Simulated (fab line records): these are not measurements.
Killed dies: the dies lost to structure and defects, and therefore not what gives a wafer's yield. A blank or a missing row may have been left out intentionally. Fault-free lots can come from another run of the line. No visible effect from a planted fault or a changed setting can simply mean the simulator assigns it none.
2 desks, one fault + flow gf180mcu + only its own numbers are on each desk; what lay behind them is given at the end

== FROM THE METROLOGY DESK ==
What the gauges read, lot by lot, whatever tool the lot ran on: means of the sampled wafers that have a number. Marked OUT: a lot whose mean sits more than 4 standard deviations from the usual mean, which makes it out of limits; the brackets give that distance.
Columns: A = V5_W_RS at GF_V5_RS_MEAS_24, usual 0.3267 ohm/sq
| lot  | first seen here | A      |
|------|-----------------|--------|
| L230 | day 27 06:05    | 0.3273 |
| L233 | day 28 04:19    | 0.3264 |
| L234 | day 28 09:23    | 0.3291 |
| L238 | day 29 19:05    | 0.3245 |
| L241 | day 30 18:09    | 0.3275 |
| L245 | day 31 12:35    | 0.3257 |
| L246 | day 31 23:53    | 0.3279 |
| L247 | day 32 02:29    | 0.3279 |
| L248 | day 32 10:49    | 0.3271 |
| L249 | day 32 16:26    | 0.3243 |
| L251 | day 33 02:37    | 0.3279 |
| L253 | day 33 17:35    | 0.3273 |
This desk's finding: nothing out of limits on any of the 12 lots.

== DESK OF THE TOOL OWNER: rie-metal-01 ==
The tool's own readings at GF_TOP_METAL_METAL_ETCH_16 (etches the open film in Cl2/BCl3, stops on SiO2, target depth 1197 nm, time 199.5 s): means of the sampled wafers that have a number, for each lot that ran on this tool. Marked OUT: a lot whose mean sits more than 4 standard deviations from the usual mean, which makes it out of limits; the brackets give that distance.
Columns: A = bias-w at GF_TOP_METAL_METAL_ETCH_16, usual 140.1 W; B = drypump-motor-current-A at GF_TOP_METAL_METAL_ETCH_16, usual 5.4 A; C = mfc-cl2-sccm at GF_TOP_METAL_METAL_ETCH_16, usual 79.98 sccm; D = oes-product-au at GF_TOP_METAL_METAL_ETCH_16, usual 0.989 a.u.; E = throttle-valve-pct at GF_TOP_METAL_METAL_ETCH_16, usual 28.231 %
| lot  | first seen here | A     | B   | C     | D     | E      |
|------|-----------------|-------|-----|-------|-------|--------|
| L230 | day 28 02:44    | 140.5 | 5.0 | 80.10 | 0.990 | 28.230 |
| L233 | day 29 00:15    | 139.9 | 5.0 | 79.74 | 0.997 | 28.225 |
| L238 | day 30 14:17    | 140.1 | 5.4 | 79.91 | 0.989 | 28.222 |
| L247 | day 32 19:14    | 139.8 | 5.2 | 80.09 | 0.990 | 28.229 |
| L248 | day 33 03:53    | 139.5 | 5.4 | 79.92 | 0.990 | 28.232 |
| L249 | day 33 09:23    | 139.7 | 5.2 | 79.92 | 0.992 | 28.234 |
| L251 | day 33 18:44    | 140.1 | 5.4 | 80.09 | 0.984 | 28.229 |
This desk's finding: nothing out of limits on any of the 7 lots.

== ALL TOGETHER ==
Metrology desk: nothing out of limits seen.
The tool owner's desk saw nothing out of limits.

== WHAT WAS PUT IN BY THE SIMULATOR ==
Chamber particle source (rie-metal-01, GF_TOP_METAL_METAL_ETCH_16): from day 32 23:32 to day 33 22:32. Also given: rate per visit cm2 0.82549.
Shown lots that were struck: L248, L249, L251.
